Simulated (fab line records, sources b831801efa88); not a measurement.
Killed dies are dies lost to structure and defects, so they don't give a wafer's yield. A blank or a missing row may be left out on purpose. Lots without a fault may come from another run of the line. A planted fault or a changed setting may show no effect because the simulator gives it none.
A struck lot beside a sound one | flow sky130 | 48 steps out of a route of 708
Sound: wafers L326.2, L326.4, L326.6. Struck: wafers L328.2, L328.3, L328.5. The cause comes at the end.
At each step with rows: each side's tool, then ch and its chambers, then its first start. Under that, the readings that differ: sound wafers | struck wafers | difference of the means | sigmas: that difference in standard deviations of wafers without a fault.
alike: readings whose means differ by less than 2 such deviations, and words and numbers that are the same on both sides. not compared: withheld readings, readings that some wafer has no value for, bounds like >300 that may hide the same value, and numbers for which the record gives no deviation and whose values overlap.
The two part at a step that has a row with sigmas, a row that says differs or no value, or rows on one side only. Numbers that don't overlap but have no deviation are shown without sigmas and don't part them. A reading that every wafer of one side lacks parts them only if that side has two wafers or more.

first, 1 step without rows for these wafers: SKY_VT_ADJUST_HVTR_IMPLANT_09.
SKY_VT_ADJUST_HVTR_STRIP_10: strips in O2/N2.
  sound on plasma_asher-01 ch 0,1, day 12 20:46; struck on plasma_asher-01 ch 0,1, day 13 11:52
  reading                      | sound             | struck            | difference | sigmas
  strip_time_to_endpoint_s (s) | 14.14 14.13 14.13 | 14.22 14.21 14.25 | +0.09      | +3
  alike: chamber_pressure_mTorr, drypump_motor_current_A, o2_flow_sccm, oes_product_au
  not compared: rf_hours_counter_h
SKY_VT_ADJUST_HVTR_TW_MEAS_11:
  sound on film_metro-01, day 12 20:53; struck on film_metro-01, day 13 11:58
  alike: VT_ADJUST_HVTR_TW
then, 7 steps without rows for these wafers: SKY_VT_ADJUST_PCH_DEHYDRATE_00 (time 60 s); SKY_VT_ADJUST_PCH_HMDS_01 (prime time 60 s); SKY_VT_ADJUST_PCH_COAT_02 (resist thk 3000 nm); SKY_VT_ADJUST_PCH_SOFTBAKE_03; SKY_VT_ADJUST_PCH_EXPOSE_04 (exposes mask NWM, target cd 840 nm); SKY_VT_ADJUST_PCH_PEB_05; SKY_VT_ADJUST_PCH_DEVELOP_06 (develop time 60 s).
SKY_VT_ADJUST_PCH_OVL_MEAS_07:
  sound on overlay-02, day 13 22:43; struck on overlay-02, day 14 14:31
  alike: VT_ADJUST_PCH_OVL
then, 1 step without rows for these wafers: SKY_VT_ADJUST_PCH_IMPLANT_08.
SKY_VT_ADJUST_PCH_STRIP_09: strips in O2/N2.
  sound on plasma_asher-01 ch 1, day 13 22:54; struck on plasma_asher-02 ch 0,1, day 14 14:42
  no value came back on the struck wafers for any of 5 readings (chamber_pressure_mTorr (mTorr), drypump_motor_current_A (A) and others); on the sound wafers chamber_pressure_mTorr (mTorr) reads 1501.1 1501.5 1498.8
  reading                                         | sound | struck         | difference | sigmas
  model.coat_of_VT_ADJUST_PCH_COAT_02.thk_nm (nm) | 0 0 0 | 2998 2988 2978 | +2988      |
  not compared: rf_hours_counter_h
SKY_VT_ADJUST_PCH_TW_MEAS_10:
  sound on film_metro-03, day 13 23:01; struck on film_metro-02, day 14 14:49
  alike: VT_ADJUST_PCH_TW
then, 7 steps without rows for these wafers: SKY_SONOS_TUNNEL_DEHYDRATE_00 (time 60 s); SKY_SONOS_TUNNEL_HMDS_01 (prime time 60 s); SKY_SONOS_TUNNEL_COAT_02 (resist thk 1140 nm); SKY_SONOS_TUNNEL_SOFTBAKE_03 (time 60 s); SKY_SONOS_TUNNEL_EXPOSE_04 (exposes mask TUNM, target cd 410 nm); SKY_SONOS_TUNNEL_PEB_05; SKY_SONOS_TUNNEL_DEVELOP_06 (develop time 58.77 s).
SKY_SONOS_TUNNEL_CD_MEAS_07: target cd 410 nm.
  sound on cd_sem-02, day 15 00:53; struck on cd_sem-01, day 15 17:41
  alike: cd_nm
SKY_SONOS_TUNNEL_OVL_MEAS_08:
  sound on overlay-01, day 15 01:00; struck on overlay-01, day 15 17:48
  alike: SONOS_TUNNEL_OVL
then, 2 steps without rows for these wafers: SKY_SONOS_TUNNEL_IMPLANT_09; SKY_SONOS_TUNNEL_WET_ETCH_10 (etches SiO2 in dHF, target depth 14 nm, time 280 s).
SKY_SONOS_TUNNEL_STRIP_11: strips in SPM, time 600 s.
  sound on wet_bench-01 ch 2, day 15 01:16; struck on wet_bench-04 ch 1, day 15 18:04
  reading                                           | sound | struck         | difference | sigmas
  model.NOVOLAK_of_SONOS_TUNNEL_COAT_02.thk_nm (nm) | 0 0 0 | 1136 1135 1138 | +1136      |
  alike: bath_guard_temp_C, bath_heat_duty_pct
SKY_SONOS_TUNNEL_TW_MEAS_12:
  sound on film_metro-02, day 15 01:28; struck on film_metro-03, day 15 18:16
  reading         | sound             | struck         | difference | sigmas
  SONOS_TUNNEL_TW | 196.7 196.1 197.8 | 29.6 29.6 29.7 | -167.2     | -99 or more
then, 2 steps without rows for these wafers: SKY_SONOS_TUNNEL_CLEAN_13 (cleans in dHF, time 20 s); SKY_SONOS_ONO_OXIDATION_00 (stabilise 600 s, purge 300 s, target thk 2.6 nm).
SKY_SONOS_ONO_THK_MEAS_01:
  sound on film_metro-04, day 15 04:28; struck on film_metro-03, day 15 19:47
  alike: SONOS_ONO_OXIDATION_THK
then, 1 step without rows for these wafers: SKY_SONOS_ONO_CVD_02 (deposits Si3N4 from DCS/NH3, target thk 10.5 nm, time 180 s).
SKY_SONOS_ONO_THK_MEAS_03:
  sound on film_metro-01, day 15 05:34; struck on film_metro-01, day 15 21:31
  alike: SONOS_ONO_CVD_02_THK
then, 1 step without rows for these wafers: SKY_SONOS_ONO_CVD_04 (deposits SiO2 from SiH4/N2O, target thk 5.7199 nm).
SKY_SONOS_ONO_THK_MEAS_05:
  sound on film_metro-03, day 15 06:53; struck on film_metro-03, day 15 22:49
  alike: SONOS_ONO_CVD_04_THK
then, 7 steps without rows for these wafers: SKY_SONOS_ONO_DEHYDRATE_06 (time 60 s); SKY_SONOS_ONO_HMDS_07 (prime time 60 s); SKY_SONOS_ONO_COAT_08 (resist thk 1140 nm); SKY_SONOS_ONO_SOFTBAKE_09 (time 60 s); SKY_SONOS_ONO_EXPOSE_10 (exposes mask ONOM, target cd 410 nm); SKY_SONOS_ONO_PEB_11; SKY_SONOS_ONO_DEVELOP_12 (develop time 60 s).
SKY_SONOS_ONO_CD_MEAS_13: target cd 410 nm.
  sound on cd_sem-02, day 16 10:30; struck on cd_sem-02, day 17 01:37
  alike: cd_nm
-- the record jumps here: 15 days lie between the struck wafers' starts before and after (it left off in module SONOS_ONO and takes up again in module LI_CONTACT, whose first step shown is number 365 of the route) --
SKY_LI_CONTACT_BOW_MEAS_03:
  sound on film_metro-03, day 31 18:35; struck on film_metro-02, day 32 13:13
  reading             | sound    | struck   | difference | sigmas
  LI_CONTACT_BOW (um) | 54 59 50 | 21 36 23 | -28        | -4
-- the record jumps here: 2 days lie between the struck wafers' starts before and after (it left off in module LI_CONTACT and takes up again in module CONTACT, whose first step shown is number 411 of the route) --
SKY_CONTACT_BOW_MEAS_05:
  sound on film_metro-03, day 34 02:49; struck on film_metro-03, day 34 20:52
  reading          | sound    | struck   | difference | sigmas
  CONTACT_BOW (um) | 82 85 77 | 44 59 45 | -32        | -5
-- the record jumps here: 2 days lie between the struck wafers' starts before and after (it left off in module CONTACT and takes up again in module VIA1, whose first step shown is number 461 of the route) --
SKY_VIA1_BOW_MEAS_03:
  sound on film_metro-02, day 36 10:48; struck on film_metro-01, day 37 04:23
  reading       | sound    | struck   | difference | sigmas
  VIA1_BOW (um) | 80 84 77 | 45 59 47 | -30        | -4
-- the record jumps here: 2 days lie between the struck wafers' starts before and after (it left off in module VIA1 and takes up again in module VIA2, whose first step shown is number 510 of the route) --
SKY_VIA2_BOW_MEAS_03:
  sound on film_metro-04, day 38 16:45; struck on film_metro-03, day 39 10:17
  reading       | sound    | struck   | difference | sigmas
  VIA2_BOW (um) | 81 84 75 | 50 65 54 | -24        | -3
-- the record jumps here: 3 days lie between the struck wafers' starts before and after (it left off in module VIA2 and takes up again in module VIA3, whose first step shown is number 576 of the route) --
SKY_VIA3_BOW_MEAS_03:
  sound on film_metro-03, day 41 21:23; struck on film_metro-02, day 42 15:35
  reading       | sound    | struck   | difference | sigmas
  VIA3_BOW (um) | 74 77 68 | 48 63 50 | -19        | -2
-- the record jumps here: 3 days lie between the struck wafers' starts before and after (it left off in module VIA3 and takes up again in module VIA4, whose first step shown is number 642 of the route) --
SKY_VIA4_BOW_MEAS_03:
  sound on film_metro-01, day 44 21:25; struck on film_metro-03, day 45 15:01
  reading       | sound    | struck   | difference | sigmas
  VIA4_BOW (um) | 78 83 72 | 48 63 50 | -24        | -3

WHERE THEY PART
First at SKY_VT_ADJUST_HVTR_STRIP_10; last, within this record, at SKY_VIA4_BOW_MEAS_03.

WHY: what the simulator had put in
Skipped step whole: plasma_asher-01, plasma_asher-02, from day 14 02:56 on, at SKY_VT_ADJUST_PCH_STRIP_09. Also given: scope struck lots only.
